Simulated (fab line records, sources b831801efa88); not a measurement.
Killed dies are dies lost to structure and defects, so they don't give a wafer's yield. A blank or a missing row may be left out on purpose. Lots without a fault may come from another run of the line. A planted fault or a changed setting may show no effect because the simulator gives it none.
Which tool did it? | flow sky130 | 10 lots, 30 wafers sampled, at 3 steps of a route of 708

WHAT THE GAUGES READ, wafer by wafer
SKY_VIA4_RS_MEAS_19: measures by four-point-probe.
lot  | measured     | on            | VIA4_W_RS (ohm/sq)
L191 | day 43 05:02 | film_metro-04 | 0.2218 0.2230 0.2203
L193 | day 43 06:44 | film_metro-04 | 0.2276 0.2264 0.2261
L194 | day 43 20:50 | film_metro-04 | 0.2232 0.2225 0.2248
L197 | day 44 21:59 | film_metro-04 | 0.2780 0.2829 0.2813
L199 | day 45 08:23 | film_metro-04 | 0.2846 0.2876 0.2845
L206 | day 47 08:46 | film_metro-01 | 0.2258 0.2243 0.2233
L208 | day 47 13:16 | film_metro-04 | 0.2275 0.2253 0.2234
L210 | day 48 01:20 | film_metro-03 | 0.2246 0.2283 0.2241
L211 | day 48 07:05 | film_metro-04 | 0.2227 0.2260 0.2246
L212 | day 48 19:16 | film_metro-04 | 0.2233 0.2277 0.2242

WHICH TOOL RAN EACH LOT (tool, then ch and the chambers of the sampled wafers, then the start)
lot  | SKY_VIA4_ETCH_12                   | SKY_VIA4_CVD_18
L191 | rie_diel-01 ch 0,2,3, day 43 04:09 | cvd_w-02 ch 1, day 43 04:53
L193 | rie_diel-04 ch 1,2,3, day 43 05:52 | cvd_w-02 ch 1, day 43 06:35
L194 | rie_diel-04 ch 0,1,2, day 43 19:48 | cvd_w-02 ch 0, day 43 20:32
L197 | rie_diel-01 ch 2,3, day 44 21:02   | cvd_w-02 ch 0,1, day 44 21:49
L199 | rie_diel-04 ch 0,2, day 45 07:28   | cvd_w-02 ch 0,1, day 45 08:14
L206 | rie_diel-04 ch 0,2, day 47 07:48   | cvd_w-01 ch 0, day 47 08:36
L208 | rie_diel-02 ch 0,2,3, day 47 12:22 | cvd_w-01 ch 0,1, day 47 13:07
L210 | rie_diel-01 ch 1,3, day 48 00:23   | cvd_w-01 ch 0,1, day 48 01:11
L211 | rie_diel-01 ch 0,3, day 48 06:09   | cvd_w-01 ch 0,1, day 48 06:55
L212 | rie_diel-01 ch 0,3, day 48 18:18   | cvd_w-01 ch 0,1, day 48 19:07
- SKY_VIA4_ETCH_12: etches SiO2 in C4F8/O2/Ar, stops on TiN, target depth 580 nm.
- SKY_VIA4_CVD_18: deposits W, target thk 505 nm, time 152.14 s.

THE ANSWER, worked out from the rows above alone
Rule: what is usual is taken from the lots themselves. Put in order of their means at a reading, lots are off if they are a third of the lots or fewer, leave a main group of 4 or more, and stand apart from it by a gap of 3 or more times the standard deviation of the main group's means; of several such gaps the widest counts. A main group whose means are all the same, to the digits that the tables above print for the reading, isn't used. A lot without any number at a reading at which 4 lots or more have one is off too. The other lots that the step has rows for count as sound.
Off: L197, L199, at SKY_VIA4_RS_MEAS_19 (VIA4_W_RS). The main group: mean 0.2246 ohm/sq, standard deviation 0.0014.
A tool fits if, at a process step before that reading, it ran every lot that is off, and no sound lot after the first of them. The gauges at SKY_VIA4_RS_MEAS_19 are tried like those tools. One fits: cvd_w-02 at SKY_VIA4_CVD_18. Its last sound lot is L194 (day 43 20:32), its first lot that is off L197 (day 44 21:49): a fault that began between those two fits.

WHAT THE SIMULATOR HAD PUT IN
Process parameter drift: cvd_w-02, from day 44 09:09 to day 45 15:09, at SKY_VIA4_CVD_18. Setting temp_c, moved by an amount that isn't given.
Lots struck among those shown: L197, L199. The rule above found the same.
